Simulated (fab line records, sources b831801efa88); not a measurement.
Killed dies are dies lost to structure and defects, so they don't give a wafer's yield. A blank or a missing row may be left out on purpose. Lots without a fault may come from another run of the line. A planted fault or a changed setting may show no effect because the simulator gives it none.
fab line records | flow sky130
record lots=12 wafers=36 last_day=50
route steps=708 shown VIA2@527 METAL5@661 PASSIVATION@692 PAD_OPEN@708
lots that met no fault: from a run of the same line without faults
start_h: hours from the record's first day to the start of the lot's first wafer shown | wait_h: hours since the lot's step before | " the same as in the row above | L1.1+2: a row that stands for several wafers | - no value, or no start given | * or withheld: withheld | < > ~ a bound
route shown NAME@n: a module of which the file shows steps, and the number in the route of the first | usual: mean/standard deviation of fault-free wafers | same: alike in all rows | chamber/n: place in a boat | sites: the reading at each site | _std_site: their standard deviation | _edge_site: outer sites' mean less inner sites' | radius_mm: how far each site lies from the wafer's centre | mask NAME#n: copy n | behind: the tool/chamber that last shaped the wafer | hold: why the lot was held/for how many hours/how that ended | device: the transistor (n, p or np) that didn't switch | end of line: the same wafers' tests at the end of the route | a step without rows: its recipe alone | killed: dies lost to structure and defects at the first sort, not the wafer's yield | map: a wafer's dies, x killed, . not, _ none there
set.NAME: the setting as run; set.NAME@STEP: as run at that earlier step | model.NAME: the simulator's own value behind a step, which no gauge read
steps of the route over a sample of lots; a table a step, a row a wafer
services: from which hour (start_h, from the record's first day; less than 0 if before it) a tool's chamber was out of use, for how many hours, and why
## steps
# step SKY_VIA2_SPUTTER_20
# recipe material=TiN target_thk_nm=20 chamber_pressure_pa=5 power_w=4000 time_s=80
# usual throttle_valve_pct=30.3/0.61
# columns lot.wafer tool chamber start_h wait_h throttle_valve_pct
L722.2 pvd_sputter-03 - 848.36 0.0 30.5
L722.5 " - " " 30.9
L722.6 " - " " 30.6
L723.3 pvd_sputter-03 - 865.10 0.0 30.4
L723.5 " - " " 30.8
L723.6 " - " " 30.5
L724.2 pvd_sputter-03 - 868.30 0.0 30.7
L724.3 " - " " 30.4
L724.5 " - " " 30.7
L728.1 pvd_sputter-03 - 897.78 0.0 30.3
L728.2 " - " " 30.4
L728.4 " - " " 30.8
L729.1 pvd_sputter-01 - 903.07 0.0 30.0
L729.2 " - " " 28.2
L729.5 " - " " 28.2
L730.1 pvd_sputter-03 - 907.85 0.0 30.4
L730.5 " - " " 30.6
L730.6 " - " " 30.5
L731.1 pvd_sputter-03 - 918.65 0.0 30.5
L731.3 " - " " 30.5
L731.6 " - " " 30.4
L734.3 pvd_sputter-04 - 946.88 0.0 29.6
L734.5 " - " " 30.6
L734.6 " - " " 30.6
L735.1 pvd_sputter-03 - 955.45 0.0 30.7
L735.5 " - " " 30.4
L735.6 " - " " 30.0
L742.1 pvd_sputter-01 - 997.75 0.0 27.9
L742.5 " - " " 30.0
L742.6 " - " " 29.4
L743.1 pvd_sputter-01 - 1000.52 0.0 28.3
L743.4 " - " " 29.9
L743.5 " - " " 29.9
L745.3 pvd_sputter-03 - 1010.95 0.0 30.6
L745.5 " - " " 30.4
L745.6 " - " " 30.6
# step SKY_METAL5_SPUTTER_00
# recipe material=Ti target_thk_nm=15 power_w=3000 time_s=10 chamber_pressure_pa=0.4
# usual throttle_valve_pct=30.0/0.84
# columns lot.wafer tool chamber start_h wait_h throttle_valve_pct
L722.2 pvd_sputter-01 - 1005.34 0.2 29.9
L722.5 " - " " 30.1
L722.6 " - " " 29.9
L723.3 pvd_sputter-02 - 1020.29 0.2 28.1
L723.5 " - " " 27.9
L723.6 " - " " 30.3
L724.2 pvd_sputter-01 - 1023.43 0.1 30.4
L724.3 " - " " 30.1
L724.5 " - " " 29.8
L728.1 pvd_sputter-04 - 1049.13 0.2 30.4
L728.2 " - " " 30.3
L728.4 " - " " 30.6
L729.1 pvd_sputter-04 - 1054.50 0.2 30.7
L729.2 " - " " 29.7
L729.5 " - " " 30.7
L730.1 pvd_sputter-04 - 1057.62 0.2 30.6
L730.5 " - " " 29.6
L730.6 " - " " 30.5
L731.1 pvd_sputter-02 - 1065.97 0.1 30.6
L731.3 " - " " 27.8
L731.6 " - " " 30.3
L734.3 pvd_sputter-02 - 1090.73 0.2 28.3
L734.5 " - " " 28.3
L734.6 " - " " 30.3
L735.1 pvd_sputter-04 - 1097.90 0.2 30.7
L735.5 " - " " 29.7
L735.6 " - " " 30.7
L742.1 pvd_sputter-04 - 1134.50 0.2 30.8
L742.5 " - " " 30.7
L742.6 " - " " 30.8
L743.1 pvd_sputter-04 - 1136.99 0.1 30.8
L743.4 " - " " 29.8
L743.5 " - " " 30.7
L745.3 pvd_sputter-04 - 1145.49 0.2 29.6
L745.5 " - " " 30.6
L745.6 " - " " 30.3
# step SKY_METAL5_RS_MEAS_05
# recipe thk_meas_gauge=four-point-probe reads=TiN_of_METAL5_SPUTTER_04+Ti_of_METAL5_SPUTTER_03+AlCu_of_METAL5_SPUTTER_02+TiN_of_METAL5_SPUTTER_01+Ti_of_METAL5_SPUTTER_00
# usual METAL5_ALCU_RS=0.027/0.00029
# columns lot.wafer tool chamber start_h wait_h METAL5_ALCU_RS[ohm/sq]
L722.2 film_metro-02 - 1005.54 0.0 0.02675
L722.5 " - " " 0.02706
L722.6 " - " " 0.02691
L723.3 film_metro-02 - 1020.50 0.1 0.02706
L723.5 " - " " 0.02706
L723.6 " - " " 0.02717
L724.2 film_metro-03 - 1023.62 0.0 0.02719
L724.3 " - " " 0.02688
L724.5 " - " " 0.02687
L728.1 film_metro-02 - 1049.29 0.0 0.02692
L728.2 " - " " 0.02698
L728.4 " - " " 0.02749
L729.1 film_metro-03 - 1054.67 0.0 0.02743
L729.2 " - " " 0.02745
L729.5 " - " " 0.02768
L730.1 film_metro-04 - 1057.78 0.0 0.02682
L730.5 " - " " 0.02688
L730.6 " - " " 0.02739
L731.1 film_metro-03 - 1066.14 0.0 0.0272
L731.3 " - " " 0.02719
L731.6 " - " " 0.02726
L734.3 film_metro-03 - 1090.93 0.1 0.02697
L734.5 " - " " 0.0269
L734.6 " - " " 0.02658
L735.1 film_metro-03 - 1098.07 0.0 0.02713
L735.5 " - " " 0.02727
L735.6 " - " " 0.02709
L742.1 film_metro-02 - 1134.67 0.0 0.02692
L742.5 " - " " 0.02697
L742.6 " - " " 0.02704
L743.1 film_metro-03 - 1137.16 0.0 0.02743
L743.4 " - " " 0.02726
L743.5 " - " " 0.02762
L745.3 film_metro-02 - 1145.70 0.1 0.02682
L745.5 " - " " 0.02648
L745.6 " - " " 0.02703
# step SKY_PASSIVATION_ETCH_11
# recipe chemistry=CF4/O2 target_depth_nm=725 stop_on=AlCu source_w=800 bias_w=150 pressure_mtorr=150 cf4_flow_sccm=80 O2_flow_sccm=10 time_s=161.1
# usual drypump_motor_current_A=5.8/0.51 oes_product_au=0.975/0.0076 throttle_valve_pct=5.962/0.0087
# columns lot.wafer tool chamber start_h wait_h drypump_motor_current_A oes_product_au rf_hours_counter_h throttle_valve_pct
L722.2 rie_diel-03 1 1052.34 - 5.7 0.963 19 5.950
L722.5 " 2 " " 5.1 0.968 - 5.962
L722.6 " 3 " " 4.6 0.973 - 5.965
L723.3 rie_diel-02 3 1065.82 - 6.0 0.967 8 5.971
L723.5 " 2 " " 5.7 0.973 - 5.953
L723.6 " 3 " " 6.0 0.963 - 5.960
L724.2 rie_diel-04 2 1067.91 - 5.3 0.968 9 5.957
L724.3 " 3 " " 6.6 0.966 24 5.965
L724.5 " 1 " " 6.1 0.966 - 5.944
L728.1 rie_diel-03 0 1092.76 - 6.6 0.972 11 5.964
L728.2 " 1 " " 5.8 0.983 21 5.957
L728.4 " 3 " " 4.6 0.995 7 5.973
L729.1 rie_diel-03 0 1098.16 - 6.5 0.968 11 5.950
L729.2 " 1 " " 5.8 0.965 21 5.959
L729.5 " 0 " " 6.5 0.983 - 5.966
L730.1 rie_diel-04 0 1100.07 - 5.6 0.977 23 5.954
L730.5 " 1 " " 6.1 0.977 - 5.949
L730.6 " 0 " " 5.6 0.987 - 5.959
L731.1 rie_diel-04 0 1107.90 - 5.6 0.977 23 5.968
L731.3 " 2 " " 5.3 0.978 11 5.966
L731.6 " 2 " " 5.3 0.979 - 5.958
L734.3 rie_diel-03 0 1131.66 - 6.5 0.967 12 5.951
L734.5 " 2 " " 5.1 0.976 - 5.963
L734.6 " 1 " " 5.8 0.974 - 5.963
L735.1 rie_diel-02 1 1138.26 - 5.9 0.981 9 5.965
L735.5 " 1 " " 5.8 0.979 - 5.970
L735.6 " 0 " " 6.0 0.985 - 5.969
L742.1 rie_diel-02 3 1171.52 - 6.0 0.975 11 5.975
L742.5 " 2 " " 5.7 0.977 - 5.972
L742.6 " 3 " " 6.0 0.976 - 5.964
L743.1 rie_diel-04 3 1173.91 - 6.6 0.985 28 5.962
L743.4 " 2 " " 5.3 0.981 13 5.960
L743.5 " 2 " " 5.3 0.982 - 5.963
L745.3 rie_diel-03 1 1181.17 - 5.8 0.970 24 5.976
L745.5 " 3 " " 4.6 0.982 - 5.955
L745.6 " 0 " " 6.6 0.985 - 5.962
# step SKY_PAD_OPEN_PROBE_99
# usual defect_limited_yield=82.5/1.9 killed_at_M0_to_M3=43/7.6 killed_at_M4_up=2.9/1.7 killed_at_contacts=24/5.5 killed_at_front_end=15/4.2 killed_at_other=0.3/0.52 killed_dies=86/9.4 killed_open=47/7 killed_short=39/6.4 sort_bin_3_pad_short=0.9/0.4 sort_bin_5_function=10.3/1.6 sort_bin_6_memory=6.2/1.1 sort_n_pass=406/9.4 sort_yield_pct=82.5/1.9
# same gross_dies=492 killed_at_back_side=0 sort_bin_4_leakage[%]=0 sort_bin_8_speed[%]=0
# columns lot.wafer tool chamber start_h wait_h defect_limited_yield[%] killed_at_M0_to_M3 killed_at_M4_up killed_at_contacts killed_at_front_end killed_at_other killed_dies killed_open killed_short sort_bin_3_pad_short[%] sort_bin_5_function[%] sort_bin_6_memory[%] sort_n_pass sort_yield_pct[%]
L728.1 prober-02 - 1114.89 0.1 86.2 31 3 18 16 0 68 38 30 0.6 8.7 4.5 424 86.2
L728.2 prober-02 - 1114.94 0.1 81.3 47 0 30 15 0 92 54 38 1.0 11.2 6.5 400 81.3
L728.4 prober-02 - 1115.04 0.2 83.3 45 1 24 12 0 82 37 45 1.2 10.0 5.5 410 83.3
L731.1 prober-01 - 1130.64 0.1 77.6 52 7 28 22 1 110 63 47 1.2 12.0 9.1 382 77.6
L731.3 prober-01 - 1130.74 0.2 82.7 34 4 31 16 0 85 50 35 1.4 10.8 5.1 407 82.7
L731.6 prober-01 - 1130.89 0.2 83.1 38 1 32 12 0 83 42 41 1.0 10.2 5.7 409 83.1
L742.1 prober-02 - 1190.13 0.1 70.3 107 3 17 19 0 146 41 44 4.7 18.7 6.3 346 70.3
L742.5 prober-02 - 1190.33 0.2 73.4 98 4 15 13 1 131 40 27 5.1 15.0 6.5 361 73.4
L742.6 prober-02 - 1190.38 0.2 75.8 77 2 21 19 0 119 50 37 3.0 14.4 6.7 373 75.8
L743.1 prober-01 - 1192.10 0.1 70.5 100 5 25 15 0 145 47 36 5.1 19.1 5.3 347 70.5
L743.4 prober-01 - 1192.25 0.2 77.6 66 1 25 18 0 110 41 36 2.4 12.8 7.1 382 77.6
L743.5 prober-01 - 1192.30 0.2 69.3 105 2 21 23 0 151 44 41 3.7 18.9 8.1 341 69.3
# killed by level:class
L728.1 CONTACT:geometric_particle:open=6 FIELD_ISO:geometric_particle:short=5 VIA1:geometric_particle:open=5 VIA3:geometric_particle:open=5 VIA2:geometric_particle:open=5 FIELD_ISO:geometric_particle:open=4 CONTACT:geometric_particle:short=4 METAL1:geometric_particle:short=4
L728.2 VIA1:geometric_particle:open=17 LI_CONTACT:geometric_particle:open=10 CONTACT:geometric_particle:short=8 CONTACT:geometric_particle:open=7 METAL1:geometric_particle:short=7 VIA1:geometric_particle:short=7 VIA2:geometric_particle:open=6 FIELD_ISO:geometric_particle:short=5
L728.4 VIA1:geometric_particle:open=12 LI_CONTACT:geometric_particle:short=8 METAL2:geometric_particle:short=8 VIA3:geometric_particle:open=6 LI_CONTACT:geometric_particle:open=5 CONTACT:geometric_particle:short=5 CONTACT:geometric_particle:open=5 VIA1:geometric_particle:short=5
L731.1 VIA1:geometric_particle:open=14 VIA3:geometric_particle:open=10 LI_CONTACT:geometric_particle:open=8 FIELD_ISO:geometric_particle:short=7 CONTACT:geometric_particle:open=7 CONTACT:geometric_particle:short=6 METAL1:geometric_particle:short=6 POLY_GATE:geometric_particle:short=4
L731.3 LI_CONTACT:geometric_particle:open=11 CONTACT:geometric_particle:open=11 VIA3:geometric_particle:open=9 METAL2:geometric_particle:short=7 VIA1:geometric_particle:open=7 FIELD_ISO:geometric_particle:open=5 CONTACT:geometric_particle:short=5 METAL1:geometric_particle:short=5
L731.6 CONTACT:geometric_particle:open=11 VIA3:geometric_particle:open=9 VIA1:geometric_particle:open=8 METAL1:geometric_particle:short=7 CONTACT:geometric_particle:short=7 LOCAL_INTERCONNECT:geometric_particle:short=6 POLY_GATE:geometric_particle:short=4 LI_CONTACT:geometric_particle:open=4
L742.1 VIA2:unspecified=61 VIA1:geometric_particle:open=12 METAL2:geometric_particle:short=8 VIA2:geometric_particle:open=7 VIA1:geometric_particle:short=5 LI_CONTACT:geometric_particle:open=4 POLY_GATE:geometric_particle:short=4 CONTACT:geometric_particle:short=4
L742.5 VIA2:unspecified=64 VIA1:geometric_particle:open=7 METAL2:geometric_particle:short=6 VIA2:geometric_particle:open=6 CONTACT:geometric_particle:open=5 POLY_GATE:geometric_particle:open=4 VIA3:geometric_particle:open=4 FIELD_ISO:geometric_particle:open=3
L742.6 VIA2:unspecified=32 VIA3:geometric_particle:open=13 LI_CONTACT:geometric_particle:open=7 CONTACT:geometric_particle:open=7 VIA1:geometric_particle:open=7 POLY_GATE:geometric_particle:open=6 VIA1:geometric_particle:short=6 FIELD_ISO:geometric_particle:short=4
L743.1 VIA2:unspecified=62 CONTACT:geometric_particle:open=11 LI_CONTACT:geometric_particle:open=7 METAL1:geometric_particle:short=7 VIA2:geometric_particle:open=6 FIELD_ISO:geometric_particle:open=5 VIA1:geometric_particle:open=5 POLY_GATE:geometric_particle:short=4
L743.4 VIA2:unspecified=33 VIA2:geometric_particle:open=8 FIELD_ISO:geometric_particle:open=7 CONTACT:geometric_particle:open=7 LI_CONTACT:geometric_particle:short=7 VIA3:geometric_particle:open=7 LOCAL_INTERCONNECT:geometric_particle:short=5 METAL1:geometric_particle:short=5
L743.5 VIA2:unspecified=66 VIA1:geometric_particle:open=11 CONTACT:geometric_particle:open=9 POLY_GATE:geometric_particle:short=7 METAL1:geometric_particle:short=7 FIELD_ISO:geometric_particle:open=6 POLY_GATE:geometric_particle:open=5 METAL2:geometric_particle:short=5
## services
# columns tool chamber start_h hours kind
rie_diel-03 3 826.75 6.9 repair
pvd_sputter-04 - 827.80 9.9 repair
pvd_sputter-03 - 833.20 2.4 repair
rie_diel-02 3 851.93 4.7 repair
rie_diel-04 - 856.83 0.5 repair
pvd_sputter-04 - 866.49 0.6 repair
rie_diel-02 0 870.23 9.8 repair
rie_diel-03 1 894.74 1.9 repair
rie_diel-03 1 909.95 8.0 repair
pvd_sputter-01 - 938.20 8.3 repair
pvd_sputter-02 - 948.84 3.7 repair
pvd_sputter-02 - 977.74 13.3 repair
rie_diel-03 3 982.77 10.1 repair
pvd_sputter-02 - 984.20 0.8 repair
rie_diel-02 1 986.97 2.5 repair
pvd_sputter-01 - 989.62 0.8 repair
rie_diel-04 2 1015.13 12.8 repair
rie_diel-03 2 1019.87 11.3 repair
pvd_sputter-01 - 1050.25 10.0 repair
pvd_sputter-03 - 1105.45 5.4 repair
rie_diel-04 2 1126.31 4.5 repair
pvd_sputter-01 - 1136.44 14.5 repair
pvd_sputter-04 - 1147.56 4.1 repair
rie_diel-03 1 1167.45 2.4 repair
## key
first_sign step=SKY_PAD_OPEN_PROBE_99 reading=sort_bin_3_pad_short direction=up sigmas=7.6 usual=0.9 struck=4.0
effect step=SKY_PAD_OPEN_PROBE_99 reading=killed_at_M0_to_M3 direction=up sigmas=6.5 usual=43 struck=92
met_at SKY_VIA2_SPUTTER_20
struck_lots L742,L743
not_acting_at SKY_METAL5_SPUTTER_00,SKY_METAL5_RS_MEAS_05,SKY_PASSIVATION_ETCH_11
onset_between 903.07 997.75
fault kind=chamber_particle_source tool=pvd_sputter-01 chamber=- onset_h=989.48 steps=SKY_VIA2_SPUTTER_20 rate_per_visit_cm2=1.5684 end_h=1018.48
